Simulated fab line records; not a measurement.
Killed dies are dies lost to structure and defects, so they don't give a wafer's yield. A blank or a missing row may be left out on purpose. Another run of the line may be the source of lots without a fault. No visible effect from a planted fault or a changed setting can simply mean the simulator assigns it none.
fab line records ; flow sky130
record lots=11; wafers=32; last-day=50
route steps=708 shown FIELD_ISO@15 DNWELL@43 PWDE@53 NWELL@79
lots that met no fault: from a run of the same line without faults
start-h: the number of hours between the record's first day and the start of the first shown wafer of the lot ; wait-h: hours since the lot's step before ; " repeats the value in the row above ; L1.1+2: several wafers, shown together as one row ; - no value, or no start given ; * or withheld: withheld ; < > ~ a bound
route shown NAME@n: names a module that has steps shown in the file, with the first one's number in the route ; usual: mean/standard deviation taken from wafers without a fault ; same: alike in all rows ; chamber/n: place in a boat ; sites: per-site readings ; _std_site: the values' standard deviation ; _edge_site: the outer-site mean with the inner-site mean subtracted ; radius-mm: for every site, how far away it sits from the centre of the wafer ; mask NAME#n: copy n ; behind: the tool/chamber that last shaped the wafer ; hold: reason for holding the lot/hours on hold/outcome of the hold ; device: the transistor (n, p or np) that didn't switch ; end of line: tests of these same wafers at the route's end ; step lacking rows: just its recipe ; killed: the dies lost at the first sort to structure and to defects; this is not the yield of the wafer ; map: the dies of a wafer, with x for killed, . for not killed, _ for no die there
set.NAME: the run value of the setting; set.NAME@STEP: its run value at that earlier step ; model.NAME: the simulator's own value behind a step, which no gauge read
route steps across a sampled set of lots; one table per step, one row per wafer
services: the hour from which a tool's chamber was out of use, counted from the record's first day as start-h (under 0 if before that day), plus the number of hours and why
## steps
# step SKY_FIELD_ISO_ETCH_14
# recipe chemistry=N2/H2; target=BARC; ion-energy-ev=200; source-w=500; bias-w=100; pressure-mtorr=30; n2-flow-sccm=100; h2-flow-sccm=200; stop-on=SiO2; time-s=45.9; target-depth-a=600
# usual bias-w=99.97/0.27; drypump-motor-current-A=5.7/0.33; oes-product-au=0.854/0.0049; throttle-valve-pct=13.225/0.0088
# same time-s=45.9
lot.wafer;tool;chamber;start-h;wait-h;bias-w;drypump-motor-current-A;oes-product-au;rf-hours-counter-h;throttle-valve-pct
L790.1;rie-diel-02;1;28.56;0.1;99.87;5.4;0.847;97;13.229
L790.2;rie-diel-02;3;28.56;0.1;99.31;5.5;0.855;80;13.208
L790.3;rie-diel-02;0;28.56;0.1;100.14;6.0;0.860;4;13.231
L792.1;rie-diel-01;3;42.21;0.1;100.19;6.0;0.856;8;13.229
L792.2;rie-diel-01;1;42.21;0.1;100.28;5.4;0.856;131;13.226
L792.6;rie-diel-01;2;42.21;0.1;99.68;5.7;0.854;-;13.217
L793.2;rie-diel-04;0;44.71;0.1;99.72;6.3;0.852;28;13.219
L793.4;rie-diel-04;2;44.71;0.1;100.04;6.0;0.855;113;13.229
L793.6;rie-diel-04;1;44.71;0.1;100.10;6.2;0.856;-;13.221
L794.3;rie-diel-02;2;49.46;0.1;100.20;5.1;0.852;99;13.222
L794.4;rie-diel-02;0;49.46;0.1;100.03;5.9;0.845;-;13.217
L794.6;rie-diel-02;2;49.46;0.1;99.51;5.1;0.859;-;13.216
L796.1;rie-diel-02;3;59.66;0.1;99.91;5.5;0.855;81;13.225
L796.3;rie-diel-02;1;59.66;0.1;99.94;5.4;0.853;98;13.238
L796.6;rie-diel-02;2;59.66;0.1;99.75;5.1;0.849;-;13.229
L797.1;rie-diel-01;0;64.31;0.1;100.49;5.7;0.853;59;13.224
L797.4;rie-diel-01;3;64.31;0.1;99.37;6.0;0.847;-;13.229
L797.5;rie-diel-01;0;64.31;0.1;99.92;5.7;0.854;-;13.226
L798.1;rie-diel-02;0;72.16;0.1;99.79;5.9;0.848;5;13.225
L798.4;rie-diel-02;2;72.16;0.1;100.08;5.1;0.854;100;13.220
L802.1;rie-diel-04;0;91.47;0.1;100.25;6.3;0.856;29;13.238
L802.4;rie-diel-04;3;91.47;0.1;99.57;5.7;0.862;114;13.234
L802.6;rie-diel-04;3;91.47;0.1;100.01;5.7;0.857;-;13.240
L811.1;rie-diel-02;0;139.31;0.1;99.75;6.0;0.855;6;13.234
L811.5;rie-diel-02;1;139.31;0.1;100.47;5.4;0.865;-;13.217
L811.6;rie-diel-02;0;139.31;0.1;99.80;6.0;0.855;-;13.231
L812.1;rie-diel-04;0;142.96;0.1;99.80;6.3;0.857;30;13.236
L812.2;rie-diel-04;1;142.96;0.1;99.82;6.2;0.850;130;13.231
L812.5;rie-diel-04;3;142.96;0.1;100.18;5.7;0.841;-;13.216
L813.1;rie-diel-01;1;149.01;0.1;99.74;5.4;0.852;133;13.211
L813.4;rie-diel-01;0;149.01;0.1;100.39;5.7;0.845;61;13.231
L813.5;rie-diel-01;3;149.01;0.1;100.61;6.0;0.851;-;13.216
# step SKY_DNWELL_STRIP_08
# recipe chemistry=O2/N2; power-w=1400; pressure-mtorr=1500; platen-temp-c=withheld; o2-flow-sccm=3000; n2-flow-sccm=300; overash-fraction=0.5
# usual drypump-motor-current-A=5.5/0.36; oes-product-au=0.722/0.004; strip-time-to-endpoint-s=36.86/0.12
lot.wafer;tool;chamber;start-h;wait-h;drypump-motor-current-A;oes-product-au;rf-hours-counter-h;strip-time-to-endpoint-s
L790.1;plasma-asher-04;1;50.74;0.1;5.7;0.722;23;36.98
L790.2;plasma-asher-04;0;50.74;0.1;6.1;0.733;23;36.91
L790.3;plasma-asher-04;1;50.74;0.1;5.7;0.722;-;36.85
L792.1;plasma-asher-04;1;67.67;0.1;5.6;0.725;25;36.82
L792.2;plasma-asher-04;0;67.67;0.1;6.1;0.719;25;36.79
L792.6;plasma-asher-04;0;67.67;0.1;6.2;0.721;-;36.80
L793.2;plasma-asher-01;1;71.22;0.1;5.5;0.730;37;36.82
L793.4;plasma-asher-01;1;71.22;0.1;5.6;0.716;-;36.86
L793.6;plasma-asher-01;1;71.22;0.1;5.6;0.720;-;36.84
L794.3;plasma-asher-03;1;77.71;0.1;5.0;0.722;-;36.88
L794.4;plasma-asher-03;0;77.71;0.1;5.5;0.718;-;36.75
L794.6;plasma-asher-03;1;77.71;0.1;4.9;0.722;-;36.86
L796.1;plasma-asher-04;1;87.62;0.1;5.7;0.711;27;36.96
L796.3;plasma-asher-04;0;87.62;0.1;6.1;0.719;-;36.97
L796.6;plasma-asher-04;0;87.62;0.1;6.1;0.724;-;36.97
L797.1;plasma-asher-03;0;90.19;0.1;5.4;0.722;42;36.87
L797.4;plasma-asher-03;1;90.19;0.1;5.0;0.723;-;36.86
L797.5;plasma-asher-03;0;90.19;0.1;5.4;0.714;-;36.89
L798.1;plasma-asher-01;1;96.19;0.1;5.6;0.724;40;36.67
L798.4;plasma-asher-01;1;96.19;0.1;5.6;0.721;-;36.73
L802.1;plasma-asher-01;1;116.10;0.1;5.6;0.720;43;36.84
L802.4;plasma-asher-01;0;116.10;0.1;5.1;0.720;-;36.78
L802.6;plasma-asher-01;1;116.10;0.1;5.5;0.721;-;36.76
L811.1;plasma-asher-04;1;165.87;0.1;5.6;0.716;35;36.52
L811.5;plasma-asher-04;0;165.87;0.1;6.1;0.727;-;36.72
L811.6;plasma-asher-04;1;165.87;0.1;5.7;0.721;-;36.77
L812.1;plasma-asher-03;1;168.79;0.1;5.0;0.721;5;36.97
L812.2;plasma-asher-03;0;168.79;0.1;5.4;0.725;5;37.05
L812.5;plasma-asher-03;0;168.79;0.1;5.4;0.719;-;37.03
L813.1;plasma-asher-03;0;176.32;0.1;5.5;0.720;6;36.67
L813.4;plasma-asher-03;1;176.32;0.1;5.0;0.713;-;36.65
L813.5;plasma-asher-03;1;176.32;0.1;4.9;0.724;-;36.70
# step SKY_PWDE_IMPLANT_08
# recipe species=B; energy-kev=150; dose-cm2=3.6e+12; tilt-deg=withheld
# usual beam-on-s=10.01/0.23; faraday-current-uA=20.3/0.46
lot.wafer;tool;chamber;start-h;wait-h;beam-on-s;faraday-current-uA
L790.1;implanter-03;0;66.63;0.0;10.16;20.0
L790.2;implanter-03;0;66.63;0.0;10.05;20.2
L790.3;implanter-03;0;66.63;0.0;10.01;20.2
L792.1;implanter-03;0;84.01;0.0;10.39;19.5
L792.2;implanter-03;0;84.01;0.0;10.05;20.3
L792.6;implanter-03;0;84.01;0.0;10.15;20.1
L793.2;implanter-02;0;88.53;0.0;9.88;20.5
L793.4;implanter-02;0;88.53;0.0;10.18;20.1
L793.6;implanter-02;0;88.53;0.0;10.10;20.2
L794.3;implanter-03;0;94.86;0.1;10.09;20.1
L794.4;implanter-03;0;94.86;0.1;10.05;20.2
L794.6;implanter-03;0;94.86;0.1;9.95;20.5
L796.1;implanter-01;0;104.66;0.0;10.36;19.7
L796.3;implanter-01;0;104.66;0.0;10.14;20.0
L796.6;implanter-01;0;104.66;0.0;9.66;21.0
L797.1;implanter-02;0;107.58;0.0;9.97;20.4
L797.4;implanter-02;0;107.58;0.0;9.98;20.3
L797.5;implanter-02;0;107.58;0.0;9.97;20.3
L798.1;implanter-02;0;114.28;0.0;10.49;19.3
L798.4;implanter-02;0;114.28;0.0;12.87;15.8
L802.1;implanter-02;0;135.53;0.0;9.93;20.4
L802.4;implanter-02;0;135.53;0.0;12.98;15.6
L802.6;implanter-02;0;135.53;0.0;9.70;20.9
L811.1;implanter-01;0;187.28;0.0;9.94;20.4
L811.5;implanter-01;0;187.28;0.0;9.64;21.0
L811.6;implanter-01;0;187.28;0.0;10.01;20.3
L812.1;implanter-03;0;189.68;0.0;10.21;20.0
L812.2;implanter-03;0;189.68;0.0;10.15;20.0
L812.5;implanter-03;0;189.68;0.0;10.24;19.8
L813.1;implanter-01;0;198.08;0.0;10.09;20.1
L813.4;implanter-01;0;198.08;0.0;10.12;20.1
L813.5;implanter-01;0;198.08;0.0;9.82;20.7
# step SKY_PWDE_TW_MEAS_10
# usual PWDE_TW=372.0/2.5
lot.wafer;tool;chamber;start-h;wait-h;PWDE_TW
L790.1;film-metro-04;-;66.88;0.1;374.6
L790.2;film-metro-04;-;66.88;0.1;374.0
L790.3;film-metro-04;-;66.88;0.1;375.4
L792.1;film-metro-03;-;84.26;0.1;370.1
L792.2;film-metro-03;-;84.26;0.1;371.9
L792.6;film-metro-03;-;84.26;0.1;370.1
L793.2;film-metro-02;-;88.77;0.1;368.7
L793.4;film-metro-02;-;88.77;0.1;370.0
L793.6;film-metro-02;-;88.77;0.1;368.9
L794.3;film-metro-04;-;95.08;0.1;376.3
L794.4;film-metro-04;-;95.08;0.1;376.9
L794.6;film-metro-04;-;95.08;0.1;376.6
L796.1;film-metro-02;-;104.91;0.1;369.2
L796.3;film-metro-02;-;104.91;0.1;370.1
L796.6;film-metro-02;-;104.91;0.1;369.6
L797.1;film-metro-04;-;107.83;0.1;373.7
L797.4;film-metro-04;-;107.83;0.1;371.5
L797.5;film-metro-04;-;107.83;0.1;372.8
L798.1;film-metro-03;-;114.53;0.1;371.5
L798.4;film-metro-03;-;114.53;0.1;395.3
L802.1;film-metro-03;-;135.78;0.1;373.9
L802.4;film-metro-03;-;135.78;0.1;400.2
L802.6;film-metro-03;-;135.78;0.1;371.6
L811.1;film-metro-02;-;187.53;0.1;367.3
L811.5;film-metro-02;-;187.53;0.1;368.0
L811.6;film-metro-02;-;187.53;0.1;366.8
L812.1;film-metro-02;-;189.93;0.1;370.7
L812.2;film-metro-02;-;189.93;0.1;369.1
L812.5;film-metro-02;-;189.93;0.1;367.9
L813.1;film-metro-03;-;198.33;0.1;372.3
L813.4;film-metro-03;-;198.33;0.1;370.5
L813.5;film-metro-03;-;198.33;0.1;373.4
# step SKY_NWELL_TW_MEAS_26
# usual NWELL_2_TW=494.9/2.9
lot.wafer;tool;chamber;start-h;wait-h;NWELL_2_TW
L790.1;film-metro-04;-;100.81;0.1;495.6
L790.2;film-metro-04;-;100.81;0.1;494.1
L790.3;film-metro-04;-;100.81;0.1;494.8
L792.1;film-metro-03;-;121.03;0.1;495.2
L792.2;film-metro-03;-;121.03;0.1;495.2
L792.6;film-metro-03;-;121.03;0.1;495.7
L793.2;film-metro-03;-;125.29;0.1;494.9
L793.4;film-metro-03;-;125.29;0.1;497.6
L793.6;film-metro-03;-;125.29;0.1;494.0
L794.3;film-metro-04;-;133.05;0.1;496.7
L794.4;film-metro-04;-;133.05;0.1;497.2
L794.6;film-metro-04;-;133.05;0.1;497.6
L796.1;film-metro-03;-;142.39;0.1;497.3
L796.3;film-metro-03;-;142.39;0.1;493.9
L796.6;film-metro-03;-;142.39;0.1;496.6
L797.1;film-metro-02;-;145.84;0.1;495.7
L797.4;film-metro-02;-;145.84;0.1;489.4
L797.5;film-metro-02;-;145.84;0.1;492.5
L798.1;film-metro-04;-;154.14;0.1;497.4
L798.4;film-metro-04;-;154.14;0.1;494.7
L802.1;film-metro-04;-;176.63;0.1;500.3
L802.4;film-metro-04;-;176.63;0.1;501.7
L802.6;film-metro-04;-;176.63;0.1;501.0
L811.1;film-metro-03;-;230.96;0.1;493.2
L811.5;film-metro-03;-;230.96;0.1;494.4
L811.6;film-metro-03;-;230.96;0.1;496.2
L812.1;film-metro-02;-;233.63;0.1;491.4
L812.2;film-metro-02;-;233.63;0.1;491.1
L812.5;film-metro-02;-;233.63;0.1;493.0
L813.1;film-metro-03;-;242.66;0.1;497.9
L813.4;film-metro-03;-;242.66;0.1;498.5
L813.5;film-metro-03;-;242.66;0.1;496.1
# step SKY_NWELL_RS_MEAS_31
# recipe thk-meas-gauge=four-point-probe
# usual PWDE_RS=5280/18
lot.wafer;tool;chamber;start-h;wait-h;PWDE_RS[ohm/sq]
L790.1;film-metro-03;-;101.26;0.1;5269
L790.2;film-metro-03;-;101.26;0.1;5271
L790.3;film-metro-03;-;101.26;0.1;5277
L792.1;film-metro-03;-;121.48;0.1;5302
L792.2;film-metro-03;-;121.48;0.1;5288
L792.6;film-metro-03;-;121.48;0.1;5297
L793.2;film-metro-04;-;125.75;0.1;5265
L793.4;film-metro-04;-;125.75;0.1;5275
L793.6;film-metro-04;-;125.75;0.1;5253
L794.3;film-metro-02;-;133.52;0.1;5295
L794.4;film-metro-02;-;133.52;0.1;5284
L794.6;film-metro-02;-;133.52;0.1;5289
L796.1;film-metro-04;-;142.84;0.1;5310
L796.3;film-metro-04;-;142.84;0.1;5283
L796.6;film-metro-04;-;142.84;0.1;5291
L797.1;film-metro-04;-;146.29;0.1;5288
L797.4;film-metro-04;-;146.29;0.1;5269
L797.5;film-metro-04;-;146.29;0.1;5270
L798.1;film-metro-04;-;154.59;0.1;5277
L798.4;film-metro-04;-;154.59;0.1;4437
L802.1;film-metro-02;-;177.08;0.1;5276
L802.4;film-metro-02;-;177.08;0.1;4442
L802.6;film-metro-02;-;177.08;0.1;5272
L811.1;film-metro-04;-;231.41;0.1;5267
L811.5;film-metro-04;-;231.41;0.1;5272
L811.6;film-metro-04;-;231.41;0.1;5269
L812.1;film-metro-02;-;234.08;0.1;5259
L812.2;film-metro-02;-;234.08;0.1;5276
L812.5;film-metro-02;-;234.08;0.1;5264
L813.1;film-metro-02;-;243.11;0.1;5298
L813.4;film-metro-02;-;243.11;0.1;5280
L813.5;film-metro-02;-;243.11;0.1;5261
## services
tool;chamber;start-h;hours;kind
implanter-02;-;19.27;4.1;pm
implanter-01;-;38.98;5.5;pm
rie-diel-02;1;40.13;13.9;repair
rie-diel-04;-;42.89;0.2;repair
rie-diel-01;1;61.41;3.1;repair
implanter-03;-;65.24;1.0;repair
plasma-asher-01;-;67.37;2.0;repair
rie-diel-01;2;91.16;2.6;repair
implanter-02;-;95.36;3.8;repair
implanter-01;-;98.21;1.1;repair
plasma-asher-03;-;102.17;2.3;repair
plasma-asher-03;-;108.75;9.0;pm
plasma-asher-03;0;108.75;9.0;vent-cycle
plasma-asher-03;1;108.75;9.0;vent-cycle
plasma-asher-03;0;117.75;-;clean
plasma-asher-03;1;117.75;-;clean
implanter-01;-;133.19;4.2;pm
implanter-03;-;139.09;3.8;repair
rie-diel-02;3;146.84;2.7;repair
rie-diel-01;1;151.22;10.8;repair
implanter-03;-;182.30;5.0;repair
rie-diel-04;0;188.07;2.9;repair
implanter-03;-;190.45;2.6;repair
## key
first-sign step=SKY_PWDE_IMPLANT_08; reading=beam-on-s; direction=up; sigmas=13; usual=10.01; struck=12.92
effect step=SKY_PWDE_IMPLANT_08; reading=faraday-current-uA; direction=down; sigmas=10; usual=20.3; struck=15.7
effect step=SKY_PWDE_TW_MEAS_10; reading=PWDE_TW; direction=up; sigmas=10; usual=372.0; struck=397.7
effect step=SKY_NWELL_RS_MEAS_31; reading=PWDE_RS; direction=down; sigmas=47; usual=5280; struck=4439
met-at SKY_PWDE_IMPLANT_08
struck-lots L798,L802
struck-wafers L798.4,L802.4
tester-left-out L798,L802
not-acting-at SKY_FIELD_ISO_ETCH_14,SKY_DNWELL_STRIP_08,SKY_NWELL_TW_MEAS_26
onset-between 107.58 114.28
fault kind=process-parameter-drift; tool=implanter-02; chamber=-; onset-h=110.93; steps=SKY_PWDE_IMPLANT_08; channel=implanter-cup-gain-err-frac; offset=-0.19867; shape=step; end-h=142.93; scope=struck-wafers-only
# tester-left-out: of these lots the tester's yield and bins aren't shown, on N5 and GAA mostly nor the transistor test; their killed dies are dies lost to structure and defects alone, not to doping, threshold or leakage, so they don't give the yield
